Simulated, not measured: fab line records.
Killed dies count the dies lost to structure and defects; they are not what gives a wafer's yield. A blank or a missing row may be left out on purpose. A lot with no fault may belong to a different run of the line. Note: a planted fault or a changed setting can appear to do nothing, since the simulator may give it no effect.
Check for tools in common	flow gf180mcu	Lots sampled 12, wafers sampled 42

== WHY THIS WAS OPENED ==
2 of 12 lots carry a flag on the reading HV_LDD_CVD_54_THK at GF_HV_LDD_THK_MEAS_55. No-fault wafers: 9.99 nm, standard deviation 0.16.
Rule: a lot gets a flag if all its wafers with a number sit over 4 standard deviations from that mean, or if no wafer of it has a number. The rest of the lots are taken to be sound.

lot	measured	on	HV_LDD_CVD_54_THK (nm), wafer by wafer	flag
L391	day 12 11:52	filmMetro-04	10.09 10.09 10.11	
L392	day 12 20:52	filmMetro-04	10.32 10.44 10.25	
L393	day 13 01:49	filmMetro-04	9.85 9.96 9.92	
L395	day 13 19:10	filmMetro-01	10.23 10.11 10.12	
L397	day 14 18:32	filmMetro-02	10.16 10.05 10.19	
L398	day 15 01:07	filmMetro-02	9.82 9.93 9.88	
L402	day 16 11:50	filmMetro-04	9.97 9.84 9.84	
L405	day 17 06:17	filmMetro-01	12.75 12.62 12.61 12.71 12.54 12.67	FLAGGED
L406	day 17 16:59	filmMetro-04	12.87 12.85 12.83 12.89 12.84 12.84	FLAGGED
L407	day 17 20:47	filmMetro-04	9.75 9.85 9.71	
L412	day 19 14:53	filmMetro-04	9.86 9.76 9.78	
L413	day 19 23:25	filmMetro-04	10.01 9.93 9.90	
The mean of the flagged lots' numbers is 12.75 nm, +2.76 nm from the usual (+17 standard deviations).

== WHICH TOOL RAN EACH LOT ==
The record holds 1 process step before the reading, out of a route of 602 steps. Every cell lists first the tool, next ch and the chambers used by the sampled wafers, and last the start.
lot	flag	GF_HV_LDD_CVD_54
L391		lpcvd-02 ch 0, day 12 10:50
L392		lpcvd-02 ch 0, day 12 19:50
L393		lpcvd-01 ch 1, day 13 00:48
L395		lpcvd-01 ch 1, day 13 18:08
L397		lpcvd-02 ch 1, day 14 17:29
L398		lpcvd-02 ch 1, day 15 00:05
L402		lpcvd-02 ch 1, day 16 10:49
L405	FLAGGED	lpcvd-02 ch 1, day 17 05:16
L406	FLAGGED	lpcvd-02 ch 1, day 17 15:57
L407		lpcvd-01 ch 0, day 17 19:44
L412		lpcvd-01 ch 1, day 19 13:51
L413		lpcvd-01 ch 0, day 19 22:23
These steps, and what they do:
- GF_HV_LDD_CVD_54: deposits SiO2 from TEOS, target thk 10 nm, time 75 s.
- GF_HV_LDD_THK_MEAS_55

== FLAGGED OVER TOTAL, TOOL BY TOOL (the gauges that took the reading come last) ==
step	tool	lots run	flagged	share of the flagged lots	sound lots run after its first flagged lot
GF_HV_LDD_CVD_54	lpcvd-01	5	0	none	-
GF_HV_LDD_CVD_54	lpcvd-02	7	2	all	0
GF_HV_LDD_THK_MEAS_55	filmMetro-01	2	1	some	0
GF_HV_LDD_THK_MEAS_55	filmMetro-02	2	0	none	-
GF_HV_LDD_THK_MEAS_55	filmMetro-04	8	1	some	3 (L407,L412,L413)

== WHAT IS ALLOWED BY THE TABLE ==
All flagged lots share 1 row of the table, namely lpcvd-02 at GF_HV_LDD_CVD_54.
- lpcvd-02 at GF_HV_LDD_CVD_54 ran 7 lots, 2 of them flagged. Its last sound lot is L402 (day 16 10:49), its first flagged lot L405 (day 17 05:16): a fault that began between those two fits. Its own readings lie more than 4 standard deviations out on every wafer of the flagged lots: spikeTcBottomC, spikeTcCentreC, spikeTcLowerC, spikeTcUpperC.
Left over: one tool, lpcvd-02 at GF_HV_LDD_CVD_54.

== WHAT THE SIMULATOR PUT IN ==
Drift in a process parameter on lpcvd-02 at GF_HV_LDD_CVD_54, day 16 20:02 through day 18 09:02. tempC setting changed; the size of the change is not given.
Shown lots that were struck: L405, L406. The rule above reached the same finding.
